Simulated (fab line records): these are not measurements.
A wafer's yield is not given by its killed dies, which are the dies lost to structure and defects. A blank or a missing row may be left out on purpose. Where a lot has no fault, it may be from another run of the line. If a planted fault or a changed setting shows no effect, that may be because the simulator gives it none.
Problem report, 8D (eight disciplines) form, completed by code -- flow sfq line -- the parts of the form that need people (team, actions taken, sign-off) are left out

## 1. PROBLEM STATEMENT
SFQ_TRILAYER_I2_VIA_ETCH_VIA_ETCH_070, rf fwd power W: mean 576.7 W on 2 wafers (1 lot); fault-free wafers 497.9 W, standard deviation 1.7. That is +46 standard deviations from the usual mean.
The step: etches SiO2 in CHF3, stops on Nb, target depth 260 nm.
First observed at day 45 23:21: wafer L663.2, on rie diel-01. The record holds 39 wafers of 13 lots with a number at this step. Rule for "out" (also "out of limits"): further than 4 standard deviations from the usual mean. The rest of the wafers with a number are treated as sound.

## 2. WHAT IT IS, AND WHAT IT ISN'T
question,is,is not
which readings at this step,rf fwd power W,"drypump motor current A, oes product au"
which lots,L663,"L653, L654, L659, L664, L665, L667, L668, L670, L671, L672, L673, L674"
which wafers of those lots,"L663.2, L663.5",L663.6
read on which tools,rie diel-01,"rie diel-03, rie diel-04"
when,from day 45 23:21,"up to then (10 sound wafers); but 27 sound wafers of L664, L665, L667, L668, L670, L671, L672, L673, L674 came after"

## 3. THE SUSPECTS, EACH WITH WHAT RULES IT OUT
Counting: a tool at a process step up to the reading stays a suspect if it ran every lot that is out. Sound lots after the first of them don't rule it out here, since some wafers of a struck lot are sound.
- rie diel-01 at SFQ_TRILAYER_I2_VIA_ETCH_VIA_ETCH_070 (etches SiO2 in CHF3, stops on Nb, target depth 260 nm): kept. The lot that is out, L663, ran on it at day 45 23:21; the last sound lot it ran before that was L653, at day 44 01:37. Its own readings are out on those wafers: rf fwd power W.
- Within rie diel-01 at SFQ_TRILAYER_I2_VIA_ETCH_VIA_ETCH_070, the wafers that are out were processed in chamber 3 and their sound lot-mates in chamber 0.
The count leaves rie diel-01 at SFQ_TRILAYER_I2_VIA_ETCH_VIA_ETCH_070.

## 4. THE CAUSE (what the simulator had put in)
rie diel-01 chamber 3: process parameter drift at SFQ_TRILAYER_I2_VIA_ETCH_VIA_ETCH_070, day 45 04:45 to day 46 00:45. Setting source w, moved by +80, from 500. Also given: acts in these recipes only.
Counting left only this tool.

## 5. SEQUENCE OF EFFECTS, ordered by route
Rows list readings where the struck wafers' mean (over those with a number) sits beyond 3 standard deviations from the usual. Scope: only readings with a usual standard deviation given in the record; hours: median across lots of the time from each lot's start at the first step in this table that gives one to its start at this step; sigmas: change in usual standard deviations.
hours,step,reading,usual,on struck wafers,change,sigmas
0,SFQ_TRILAYER_I2_VIA_ETCH_VIA_ETCH_070,rf fwd power W,497.9 W,576.7,+78.8,+46
The process steps in it:
- SFQ_TRILAYER_I2_VIA_ETCH_VIA_ETCH_070: etches SiO2 in CHF3, stops on Nb, target depth 260 nm.
At these later measuring or inspecting steps, every struck wafer for which the step has a row has a number for every such reading, and none has moved that far: SFQ_M3_RS_MEAS_919.

## 6. HOW IT WOULD HAVE BEEN CAUGHT EARLIER
First out-of-limits reading in this record: day 45 23:21, which is 19 hours after fault onset at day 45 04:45.
